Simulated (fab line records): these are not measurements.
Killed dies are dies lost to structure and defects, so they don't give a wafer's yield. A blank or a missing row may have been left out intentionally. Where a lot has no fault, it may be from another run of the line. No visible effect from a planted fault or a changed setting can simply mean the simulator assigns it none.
Chamber matching	flow gf180mcu	4 sister chambers for GF_V1_CMP_04 on cmp-01
The step polishes SiO2. 4 wafers are shown with their chamber, then 7 later ones without.

WAFERS PAIRED WITH THEIR CHAMBERS
wafer	chamber	motor-current-A (A)
L899.6	3	10.7
L900.4	0	10.7
L908.5	1	11.5
L908.6	2	12.0

WAFERS WITH NO CHAMBER GIVEN
wafer	motor-current-A (A)
L909.1	11.2
L911.1	12.8
L911.2	12.0
L911.6	11.6
L912.1	11.4
L912.2	11.0
L912.4	11.2

WHICH CHAMBER EACH WENT THROUGH
wafer	from the rows above	in truth
L909.1	can't be placed: 1 or 0 or 3 or 2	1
L911.1	can't be placed: 2 or 1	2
L911.2	can't be placed: 2 or 1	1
L911.6	can't be placed: 1 or 2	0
L912.1	can't be placed: 1 or 2 or 0 or 3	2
L912.2	can't be placed: 0 or 3 or 1 or 2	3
L912.4	can't be placed: 1 or 0 or 3 or 2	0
Correct placement for 0 of the 7. Unplaceable from these rows: 7, with the true chamber sitting among the candidates in 6. 0 placed wrongly.
How it was worked out, from the rows above alone: a wafer's distance from a chamber is the root of the sum, over the readings, of the square of ((its reading less the chamber's mean) divided by the reading's scatter). If the next closest chamber is less than 2 further off than the closest, the wafer can't be placed; otherwise it belongs to the closest. The mean given for a chamber averages the wafers shown for that chamber. The scatter (one wafer shown for each chamber): square how far every hidden wafer sits from the nearest shown wafer, average those squares and take the square root.
